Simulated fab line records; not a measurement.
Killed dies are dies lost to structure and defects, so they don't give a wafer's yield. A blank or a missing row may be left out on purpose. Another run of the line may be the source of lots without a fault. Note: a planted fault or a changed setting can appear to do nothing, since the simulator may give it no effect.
Comparing a struck lot with a sound one -- flow gf180mcu -- 14 steps out of a route of 602
Sound: wafers L826.1, L826.2, L826.5. Struck: wafers L836.1, L836.2, L836.6. The cause comes at the end.
Order at every step that has rows: each side's tool, ch and its chambers, its first start. Under that, the readings that differ: sound wafers -- struck wafers -- difference of the means -- sigmas: that difference in standard deviations of wafers without a fault.
alike: readings whose means differ by less than 2 such deviations, and words and numbers that are the same on both sides. not compared: withheld readings, readings that some wafer has no value for, bounds like >300 that may hide the same value, and numbers for which the record gives no deviation and whose values overlap.
The two part at a step that has a row with sigmas, a row that says differs or no value, or rows on one side only. Numbers that don't overlap but have no deviation are shown without sigmas and don't part them. Lack of a reading on every wafer of one side parts them only where that side has two or more wafers.

first, 3 steps without rows for these wafers: GF_V3_STRIP_18 (strips in O2/N2); GF_V3_STRIP_19 (strips in post etch residue remover, time 1200 s); GF_V3_CLEAN_20 (cleans in DIW).
GF_V3_SPUTTER_21: material Ti, target thk 15 nm, time 80.02 s.
  sound: pvd-sputter-03 at day 23 11:30; struck: pvd-sputter-03 at day 26 21:16
  alike: cathode-dc-power-W, throttle-valve-pct
GF_V3_SPUTTER_22: material TiN, target thk 10 nm, time 40 s.
  sound: pvd-sputter-03 at day 23 11:34; struck: pvd-sputter-03 at day 26 21:20
  alike: cathode-dc-power-W, throttle-valve-pct
GF_V3_CVD_23: deposits W, target thk 350 nm, time 104.9 s.
  sound on cvd-w-02 ch 0,1, day 23 11:36; struck on cvd-w-01 ch 0,1, day 26 21:22
  alike: heater-power-w
GF_V3_RS_MEAS_24: the measuring method here is four-point-probe.
  sound: film-metro-02 at day 23 11:43; struck: film-metro-01 at day 26 21:29
  alike: V3_W_RS
GF_V3_THK_MEAS_25: measures by xrf.
  sound: film-metro-02 at day 23 11:50; struck: film-metro-01 at day 26 21:36
  alike: V3_W_THK
then, 1 step without rows for these wafers: GF_V3_CMP_26 (polishes, stops on SiO2, t overpolish 15.38 s, target thk 0 nm).
GF_M4_SPUTTER_00: material Ti, target thk 37.5 nm, time 150 s.
  sound: pvd-sputter-02 at day 23 12:11; struck: pvd-sputter-04 at day 26 21:58
reading,sound,struck,difference,sigmas
throttle-valve-pct (%),31.4 33.2 33.3,28.6 29.0 30.0,-3.4,-2
  alike: cathode-dc-power-W
GF_M4_SPUTTER_01: material TiN, target thk 30 nm, time 25 s.
  sound: pvd-sputter-02 at day 23 12:17; struck: pvd-sputter-04 at day 26 22:04
reading,sound,struck,difference,sigmas
throttle-valve-pct (%),31.2 32.9 32.9,28.6 28.9 29.8,-3.2,-2
  alike: cathode-dc-power-W
then, 1 step without rows for these wafers: GF_M4_SPUTTER_02 (material AlCu, target thk 450 nm, time 23.9 s).
GF_M4_SPUTTER_03: material Ti, target thk 10 nm, time 6.7 s.
  sound: pvd-sputter-02 at day 23 12:21; struck: pvd-sputter-04 at day 26 22:08
reading,sound,struck,difference,sigmas
cathode-dc-power-W (W),3000.6 3000.2 2999.7,2856.8 2856.2 2855.3,-144.1,-99 or more
throttle-valve-pct (%),31.4 33.0 33.1,28.8 28.7 29.7,-3.4,-3
model.Ti_of_M4_SPUTTER_03.thk-nm (nm),10.01 9.857 9.965,9.351 9.364 9.422,-0.565,
then, 1 step without rows for these wafers: GF_M4_SPUTTER_04 (material TiN, target thk 50 nm, time 41.7 s).

WHERE THEY PART
At GF_M4_SPUTTER_00 first; at GF_M4_SPUTTER_03 last (within this record only).

WHY: what had been put in by the simulator
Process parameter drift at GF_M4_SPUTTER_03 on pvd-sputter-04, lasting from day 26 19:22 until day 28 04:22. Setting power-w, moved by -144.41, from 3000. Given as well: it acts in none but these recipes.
